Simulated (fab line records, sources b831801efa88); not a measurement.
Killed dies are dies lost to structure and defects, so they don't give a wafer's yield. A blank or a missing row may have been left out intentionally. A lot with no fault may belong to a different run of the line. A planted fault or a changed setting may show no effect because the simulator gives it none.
Tool commonality check ; flow sky130 ; Sampled: 13 lots, 39 wafers

REASON IT WAS OPENED
At SKY_NWELL_RS_MEAS_31 the reading PWDE_RS is flagged on 3 of 13 lots. Wafers without a fault read 5279 ohm/sq, standard deviation 20.
Rule: a lot gets a flag if all its wafers with a number sit over 4 standard deviations from that mean, or if no wafer of it has a number. The other lots count as sound.

lot;measured;on;PWDE_RS (ohm/sq), wafer by wafer;flag
L445;day 5 02:51;film-metro-04;5283 5305 5277;
L446;day 5 13:45;film-metro-03;5262 5301 5283;
L450;day 6 15:50;film-metro-03;5268 5255 5280;
L451;day 6 18:10;film-metro-03;5295 5278 5274;
L453;day 7 08:46;film-metro-03;5457 5450 5458;FLAGGED
L455;day 7 19:02;film-metro-04;5443 5420 5423;FLAGGED
L456;day 8 02:57;film-metro-03;5415 5404 5413;FLAGGED
L457;day 8 09:34;film-metro-04;5249 5248 5244;
L461;day 9 06:59;film-metro-03;5283 5289 5285;
L463;day 9 18:47;film-metro-01;5290 5314 5287;
L466;day 10 14:02;film-metro-01;5299 5282 5263;
L467;day 10 19:14;film-metro-01;5326 5318 5331;
L468;day 10 22:40;film-metro-03;5269 5267 5255;
The mean of the flagged lots' numbers is 5431 ohm/sq, +152 ohm/sq from the usual (+8 standard deviations).

EACH LOT AND THE TOOL IT RAN ON
The record keeps 1 process step preceding the reading, out of 708 steps on the route. Every cell lists first the tool, next ch and the chambers used by the sampled wafers, and last the start.
lot;flag;SKY_PWDE_IMPLANT_08
L445;;implanter-03 ch 0, day 3 16:17
L446;;implanter-04 ch 0, day 4 01:51
L450;;implanter-03 ch 0, day 5 01:10
L451;;implanter-04 ch 0, day 5 03:32
L453;FLAGGED;implanter-03 ch 0, day 5 16:59
L455;FLAGGED;implanter-03 ch 0, day 6 03:43
L456;FLAGGED;implanter-03 ch 0, day 6 09:52
L457;;implanter-04 ch 0, day 6 17:42
L461;;implanter-04 ch 0, day 7 13:49
L463;;implanter-04 ch 0, day 8 00:08
L466;;implanter-03 ch 0, day 8 17:26
L467;;implanter-02 ch 0, day 8 22:37
L468;;implanter-03 ch 0, day 9 02:18
These steps, and what they do:
- SKY_PWDE_IMPLANT_08
- SKY_NWELL_RS_MEAS_31: measures by four-point-probe.

FLAGGED OVER TOTAL, TOOL BY TOOL (the gauges that took the reading come last)
step;tool;lots run;flagged;share of the flagged lots;sound lots run after its first flagged lot
SKY_PWDE_IMPLANT_08;implanter-02;1;0;none;-
SKY_PWDE_IMPLANT_08;implanter-03;7;3;all;2 (L466,L468)
SKY_PWDE_IMPLANT_08;implanter-04;5;0;none;-
SKY_NWELL_RS_MEAS_31;film-metro-01;3;0;none;-
SKY_NWELL_RS_MEAS_31;film-metro-03;7;2;some;2 (L461,L468)
SKY_NWELL_RS_MEAS_31;film-metro-04;3;1;some;1 (L457)

WHAT IS ALLOWED BY THE TABLE
All flagged lots share 1 row of the table, namely implanter-03 at SKY_PWDE_IMPLANT_08.
- implanter-03 at SKY_PWDE_IMPLANT_08 ran 7 lots, 3 of them flagged. After the first flagged lot (L466, L468), sound lots still ran on it; a lasting fault on the whole tool would not permit that. Its own readings lie more than 4 standard deviations out on every wafer of the flagged lots: dose-ions-cm2.
There is no row in the table that ran each flagged lot and no sound lot after the first.

WHAT THE SIMULATOR HAD PUT IN
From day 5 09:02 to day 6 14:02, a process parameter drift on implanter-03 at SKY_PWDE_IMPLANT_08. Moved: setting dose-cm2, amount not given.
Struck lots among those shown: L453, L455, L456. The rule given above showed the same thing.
